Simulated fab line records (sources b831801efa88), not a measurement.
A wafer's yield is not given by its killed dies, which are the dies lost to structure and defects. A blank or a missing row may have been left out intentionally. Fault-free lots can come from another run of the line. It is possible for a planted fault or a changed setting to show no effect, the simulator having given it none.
fab line records | flow sfq-line
record: lots: 14 wafers: 42 last-day: 77
route steps=325 shown L0V@16
lots that met no fault: taken from a fault-free run of the same line
start-h: the number of hours between the record's first day and the start of the first shown wafer of the lot | wait-h: hours from the lot's prior step to this one | " repeats the value in the row above | L1.1+2: one row covering several wafers at once | - value missing, or start not given | * or withheld: withheld | < > ~ a bound
route shown NAME@n: names a module that has steps shown in the file, with the first one's number in the route | usual: mean/standard deviation taken from wafers without a fault | same: alike in all rows | chamber/n: place in a boat | sites: per-site readings | _std_site: the values' standard deviation | _edge_site: the outer-site mean with the inner-site mean subtracted | radius-mm: how far each site lies from the wafer's centre | mask NAME#n: copy n | behind: tool/chamber where the wafer was last shaped | hold: cause of the lot's hold/its duration in hours/its outcome | device: whichever transistor did not switch (one of n, p or np) | end of line: tests of these same wafers at the route's end | where a step has no rows: the recipe by itself | killed: the dies lost at the first sort to structure and to defects; this is not the yield of the wafer | map: a wafer's dies, x killed, . not, _ none there
set.NAME: the setting as run; set.NAME@STEP: as run at that earlier step | model.NAME: the simulator's own value behind a step, which no gauge read
one table for each step of the route and one row for each wafer, over a sample of lots
services: the hour from which a tool's chamber was out of use, counted from the record's first day as start-h (under 0 if before that day), plus the number of hours and why
== steps ==
step: SFQ_TRILAYER_L0_CAP_PECVD_011
recipe: material: SiO2 temp-c: 150 time-s: 13.333 pressure-torr: 2.4 rf-w: 183.3 precursor: SiH4/N2O target-thk-nm: 60
usual: heater-power-w: 82/14 rf-fwd-power-W: 180.1/1 showerhead-vpp-V: 837/37 throttle-valve-pct: 24.7/1.1
columns lot.wafer tool chamber start-h wait-h heater-power-w rf-fwd-power-W showerhead-vpp-V throttle-valve-pct
L464.2 pecvd-03 2 61.32 0.0 77 181.0 803 23.7
L464.4 " 0 " " 97 179.8 841 24.1
L464.6 " 1 " " 84 179.6 894 23.5
L466.1 pecvd-01 0 72.12 0.0 71 180.2 878 24.3
L466.2 " 1 " " 78 181.0 838 24.7
L466.6 " 2 " " 92 180.7 845 23.0
L467.1 pecvd-03 1 75.90 0.0 87 178.9 891 23.4
L467.3 " 0 " " 102 178.8 866 24.2
L467.5 " 0 " " 104 179.9 854 24.1
L468.1 pecvd-02 2 81.72 0.0 104 179.3 794 25.9
L468.2 " 1 " " 51 178.6 787 26.7
L468.3 " 0 " " 77 179.1 822 26.0
L469.2 pecvd-03 1 86.52 0.0 89 179.9 898 23.7
L469.3 " 2 " " 78 181.3 790 23.9
L469.5 " 2 " " 75 181.0 778 23.7
L473.3 pecvd-02 2 115.50 0.0 104 180.0 784 25.7
L473.5 " 0 " " 77 178.6 811 26.0
L473.6 " 2 " " 108 179.5 791 25.9
L474.1 pecvd-03 2 118.94 0.0 76 180.5 806 23.7
L474.2 " 1 " " 89 179.7 897 23.7
L474.6 " 0 " " 95 180.3 863 24.7
L475.2 pecvd-01 1 124.92 0.0 82 181.6 841 25.1
L475.5 " 1 " " 83 181.0 845 24.8
L475.6 " 2 " " 88 180.6 846 23.3
L478.1 pecvd-02 2 141.64 0.0 105 180.3 803 25.7
L478.4 " 1 " " 53 179.0 784 26.9
L478.5 " 0 " " 79 179.6 827 25.9
L479.2 pecvd-01 1 145.22 0.0 80 181.9 859 25.1
L479.3 " 0 " " 72 179.6 852 24.6
L479.4 " 1 " " 81 181.9 833 25.3
L480.3 pecvd-02 0 153.51 0.0 73 179.2 831 26.0
L480.5 " 0 " " 69 178.7 822 25.8
L480.6 " 1 " " 53 179.3 796 26.6
L483.2 pecvd-03 0 168.18 0.0 98 179.5 867 24.4
L483.3 " 1 " " 87 179.4 889 23.8
L483.5 " 1 " " 86 179.5 884 23.7
L485.4 pecvd-03 0 178.27 0.0 94 179.6 860 24.5
L485.5 " 1 " " 86 177.9 900 23.6
L485.6 " 2 " " 72 180.5 805 23.9
L486.2 pecvd-01 0 184.43 0.0 78 181.3 869 24.5
L486.5 " 2 " " 84 180.5 848 23.4
L486.6 " 0 " " 77 181.1 871 24.8
step: SFQ_TRILAYER_L0_VIA_ETCH_VIA_ETCH_016
recipe: target: SiO2 stop-on: MoNx_KI mask-material: PR chemistry: CHF3 target-depth-nm: 80 source-w: 500 bias-w: 80 pressure-mtorr: 30 time-s: withheld
usual: bias-w: 80.02/0.25 chamber-pressure-mTorr: 30.001/0.027 drypump-motor-current-A: 5.86/0.24 oes-product-au: 0.844/0.0083 rf-fwd-power-W: 494.9/2.1
columns lot.wafer tool chamber start-h wait-h bias-w chamber-pressure-mTorr drypump-motor-current-A oes-product-au rf-fwd-power-W
L464.2 rie-diel-04 3 112.12 0.0 79.70 30.003 5.82 0.835 493.1
L464.4 " 2 " " 80.20 29.970 5.85 0.846 494.1
L464.6 " 2 " " 80.13 29.976 5.84 0.850 494.3
L466.1 rie-diel-04 3 122.92 0.0 79.97 29.993 5.82 0.851 496.7
L466.2 " 1 " " 79.93 29.991 5.80 0.831 491.7
L466.6 " 0 " " 80.08 30.031 5.72 0.852 495.8
L467.1 rie-diel-02 0 126.52 0.0 80.44 30.048 6.00 0.844 494.1
L467.3 " 2 " " 79.89 29.956 6.14 0.845 495.8
L467.5 " 1 " " 80.25 30.004 6.04 0.856 500.3
L468.1 rie-diel-02 1 130.12 0.0 79.89 30.002 6.10 0.844 499.3
L468.2 " 0 " " 80.27 29.968 6.02 0.841 494.3
L468.3 " 3 " " 79.83 30.006 5.79 0.832 493.7
L469.2 rie-diel-04 0 137.35 0.0 79.85 29.963 5.71 0.838 493.2
L469.3 " 3 " " 79.80 29.954 5.79 0.829 494.8
L469.5 " 1 " " 80.06 30.033 5.80 0.838 495.9
L473.3 rie-diel-04 2 169.05 0.0 80.18 29.960 5.83 0.848 494.0
L473.5 " 0 " " 79.94 30.000 5.71 0.844 493.7
L473.6 " 1 " " 79.80 30.013 5.77 0.845 492.0
L474.1 rie-diel-04 1 172.65 0.0 79.88 30.041 5.83 0.858 496.1
L474.2 " 0 " " 80.27 30.009 5.72 0.853 497.0
L474.6 " 0 " " 79.72 30.007 5.71 0.851 496.3
L475.2 rie-diel-04 0 179.85 0.0 79.71 30.011 5.71 0.844 495.1
L475.5 " 1 " " 80.46 30.021 5.80 0.855 494.8
L475.6 " 0 " " 79.75 29.970 5.71 0.859 497.2
L478.1 rie-diel-03 1 195.45 0.0 80.02 30.000 6.11 0.836 495.1
L478.4 " 0 " " 80.24 30.016 5.98 0.846 490.8
L478.5 " 2 " " 79.78 29.980 5.91 0.840 496.7
L479.2 rie-diel-02 0 200.25 0.0 80.14 30.066 6.00 0.842 493.1
L479.3 " 1 " " 79.90 30.029 6.12 0.845 495.5
L479.4 " 2 " " 79.97 30.030 6.14 0.842 492.8
L480.3 rie-diel-03 2 208.65 0.0 79.93 29.988 5.93 0.829 497.1
L480.5 " 3 " " 79.70 29.938 5.24 0.845 497.9
L480.6 " 0 " " 80.27 30.004 6.00 0.846 494.3
L483.2 rie-diel-03 1 225.45 0.0 79.99 30.020 6.09 0.996 495.7
L483.3 " 2 " " 79.72 30.003 5.95 0.995 497.7
L483.5 " 3 " " 79.86 30.012 5.21 0.979 497.6
L485.4 rie-diel-02 2 238.65 0.0 79.58 30.007 6.14 0.998 491.3
L485.5 " 3 " " 79.74 30.006 5.76 1.004 494.9
L485.6 " 2 " " 79.90 29.938 6.13 0.992 493.4
L486.2 rie-diel-02 2 245.85 0.0 80.02 30.019 6.14 0.834 494.0
L486.5 " 2 " " 79.86 30.035 6.14 0.854 493.1
L486.6 " 0 " " 80.46 29.989 5.99 0.859 493.7
== services ==
columns tool chamber start-h hours kind
rie-diel-02 0 53.71 11.1 repair
pecvd-01 - 64.80 1.9 repair
pecvd-01 - 73.62 2.8 pm
pecvd-01 - 76.37 28.1 pm
rie-diel-02 2 77.27 1.5 repair
rie-diel-04 1 84.93 4.7 repair
rie-diel-02 0 99.95 4.0 repair
pecvd-01 - 110.92 2.9 repair
pecvd-02 1 119.60 6.2 repair
rie-diel-03 1 124.81 1.5 repair
rie-diel-03 3 126.28 4.8 repair
rie-diel-03 - 133.67 2.8 pm
rie-diel-03 0 136.72 6.3 repair
pecvd-01 2 140.81 5.3 repair
rie-diel-02 - 143.26 0.8 repair
rie-diel-04 3 147.96 15.1 repair
pecvd-03 2 151.21 5.5 repair
pecvd-01 - 162.98 0.9 repair
pecvd-01 - 173.21 5.5 pm
rie-diel-02 0 175.24 19.9 repair
rie-diel-04 1 191.93 4.2 repair
rie-diel-04 - 211.37 0.3 repair
rie-diel-02 1 244.27 - clean
rie-diel-02 1 244.27 24.2 scheduled-down
== key ==
first-sign: step: SFQ_TRILAYER_L0_VIA_ETCH_VIA_ETCH_016 reading: oes-product-au direction: up sigmas: 18 usual: 0.844 struck: 0.994
effect none on later readings
met-at SFQ_TRILAYER_L0_CAP_PECVD_011
struck-lots L483,L485
onset-between 118.94 168.18
fault: kind: process-parameter-drift tool: pecvd-03 chamber: - onset-h: 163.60 steps: SFQ_TRILAYER_L0_CAP_PECVD_011 channel: target-thk-nm offset: 34.782 shape: step end-h: 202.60 acts-in: these-recipes-only stated: 60
